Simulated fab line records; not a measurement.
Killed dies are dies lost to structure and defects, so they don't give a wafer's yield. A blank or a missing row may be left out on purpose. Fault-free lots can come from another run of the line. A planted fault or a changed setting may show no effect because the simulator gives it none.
Matching of chambers / flow sky130 / SKY_METAL4_ETCH_17 on rie-diel-03: 4 sister chambers
The step etches SiO2 in C4F8/O2/Ar, stops on TiN, time 3.9 s, target depth 15 nm. 16 wafers are shown with their chamber, then 8 later ones without.

== WAFERS, EACH WITH ITS CHAMBER ==
wafer=L075.4; chamber=2; oes-product-au (a.u.)=0.774
wafer=L075.5; chamber=3; oes-product-au (a.u.)=0.753
wafer=L075.6; chamber=2; oes-product-au (a.u.)=0.762
wafer=L078.1; chamber=3; oes-product-au (a.u.)=0.759
wafer=L078.4; chamber=0; oes-product-au (a.u.)=0.757
wafer=L078.5; chamber=1; oes-product-au (a.u.)=0.765
wafer=L079.1; chamber=0; oes-product-au (a.u.)=0.753
wafer=L079.3; chamber=1; oes-product-au (a.u.)=0.754
wafer=L079.5; chamber=3; oes-product-au (a.u.)=0.751
wafer=L081.1; chamber=2; oes-product-au (a.u.)=0.762
wafer=L081.2; chamber=1; oes-product-au (a.u.)=0.751
wafer=L081.4; chamber=3; oes-product-au (a.u.)=0.761
wafer=L083.2; chamber=0; oes-product-au (a.u.)=0.750
wafer=L083.4; chamber=2; oes-product-au (a.u.)=0.757
wafer=L083.6; chamber=1; oes-product-au (a.u.)=0.751
wafer=L082.1; chamber=3; oes-product-au (a.u.)=0.752

SIGNATURES (means of the wafers above)
reading=oes-product-au; chamber 0=0.75333; chamber 1=0.75525; chamber 2=0.76375; chamber 3=0.75520; scatter within a chamber=0.00574
Rule: distance of a wafer from a chamber = root of the sum over the readings of ((wafer's reading minus chamber's mean) / reading's scatter) squared. The wafer belongs to the nearest chamber; if the next one is less than 2 further off, it can't be placed. The scatter: the root of (the sum of the squares of (reading less its chamber's mean) over the shown wafers, divided by (wafers less chambers)).

== WAFERS MISSING THEIR CHAMBER ==
wafer=L082.3; oes-product-au (a.u.)=0.754
wafer=L082.6; oes-product-au (a.u.)=0.772
wafer=L091.1; oes-product-au (a.u.)=0.753
wafer=L091.2; oes-product-au (a.u.)=0.764
wafer=L091.3; oes-product-au (a.u.)=0.752
wafer=L095.2; oes-product-au (a.u.)=0.751
wafer=L095.3; oes-product-au (a.u.)=0.753
wafer=L095.5; oes-product-au (a.u.)=0.774

== CHAMBER TAKEN BY EACH ==
wafer=L082.3; from the rows above=can't be placed: 0 or 3 or 1 or 2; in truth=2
wafer=L082.6; from the rows above=can't be placed: 2 or 1 or 3 or 0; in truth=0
wafer=L091.1; from the rows above=can't be placed: 0 or 3 or 1 or 2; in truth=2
wafer=L091.2; from the rows above=can't be placed: 2 or 1 or 3 or 0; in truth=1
wafer=L091.3; from the rows above=can't be placed: 0 or 3 or 1 or 2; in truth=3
wafer=L095.2; from the rows above=can't be placed: 0 or 3 or 1 or 2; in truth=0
wafer=L095.3; from the rows above=can't be placed: 0 or 3 or 1 or 2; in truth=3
wafer=L095.5; from the rows above=can't be placed: 2 or 1 or 3 or 0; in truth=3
0 of 8 placed correctly. Can't be placed from these rows: 8 (the true chamber is among the candidates in 8). 0 placed wrongly.
